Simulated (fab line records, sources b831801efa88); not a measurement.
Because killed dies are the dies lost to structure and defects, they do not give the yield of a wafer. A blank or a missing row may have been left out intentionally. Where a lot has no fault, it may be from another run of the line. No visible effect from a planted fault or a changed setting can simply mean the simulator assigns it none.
Matching of chambers	flow sky130	rieDiel-02 running SKY_FIELD_ISO_ETCH_15: 4 sister chambers
The step etches the open film in CHF3/O2, stops on Si, target depth 180 nm, time 72 s. 14 wafers are shown with their chamber, then 7 later ones without.

## WAFERS PAIRED WITH THEIR CHAMBERS
wafer	chamber	drypumpMotorCurrentA (A)	runLengthS (s)	oesProductAu (a.u.)
L339.1	3	5.48	100.6	0.956
L339.4	1	5.05	99.4	0.953
L339.5	1	5.05	99.3	0.949
L341.2	3	5.45	100.9	0.945
L341.3	1	5.09	99.2	0.945
L341.5	1	5.08	99.5	0.943
L344.1	1	5.06	99.5	0.960
L344.2	3	5.45	100.4	0.948
L344.4	2	6.04	100.1	0.940
L349.1	0	5.22	100.7	0.950
L349.5	3	5.46	100.5	0.942
L349.6	2	6.00	100.4	0.940
L350.3	1	5.06	99.4	0.952
L350.4	3	5.48	100.3	0.952

SIGNATURES (means of the wafers above)
reading	chamber 0	chamber 1	chamber 2	chamber 3	scatter within a chamber
drypumpMotorCurrentA	5.2200	5.0650	6.0200	5.4640	0.0175
runLengthS	100.700	99.383	100.250	100.540	0.18
oesProductAu	0.95000	0.95033	0.94000	0.94860	0.00557
Rule: a wafer lies at a distance from a chamber equal to the root of the sum of squares, over the readings, of (its reading less the chamber's mean, divided by the reading's scatter). If the next closest chamber is less than 2 further off than the closest, the wafer can't be placed; otherwise it belongs to the closest. How the scatter is found: for the shown wafers, subtract from each reading the mean of its chamber, square and add these, divide the total by (wafers less chambers), then take the root.

## WAFERS WHOSE CHAMBER IS MISSING
wafer	drypumpMotorCurrentA (A)	runLengthS (s)	oesProductAu (a.u.)
L350.6	6.00	100.2	0.949
L352.1	5.22	100.4	0.950
L352.2	5.47	100.3	0.947
L352.6	5.47	100.5	0.954
L358.1	6.00	100.6	0.946
L358.2	5.23	100.3	0.947
L358.5	5.46	100.2	0.946

## WHICH CHAMBER EACH WENT THROUGH
wafer	from the rows above	in truth
L350.6	2	2
L352.1	0	0
L352.2	3	3
L352.6	3	3
L358.1	2	2
L358.2	0	0
L358.5	3	3
Correct placement for 7 of the 7. From these rows, 0 cannot be placed. Placed wrongly: 0.
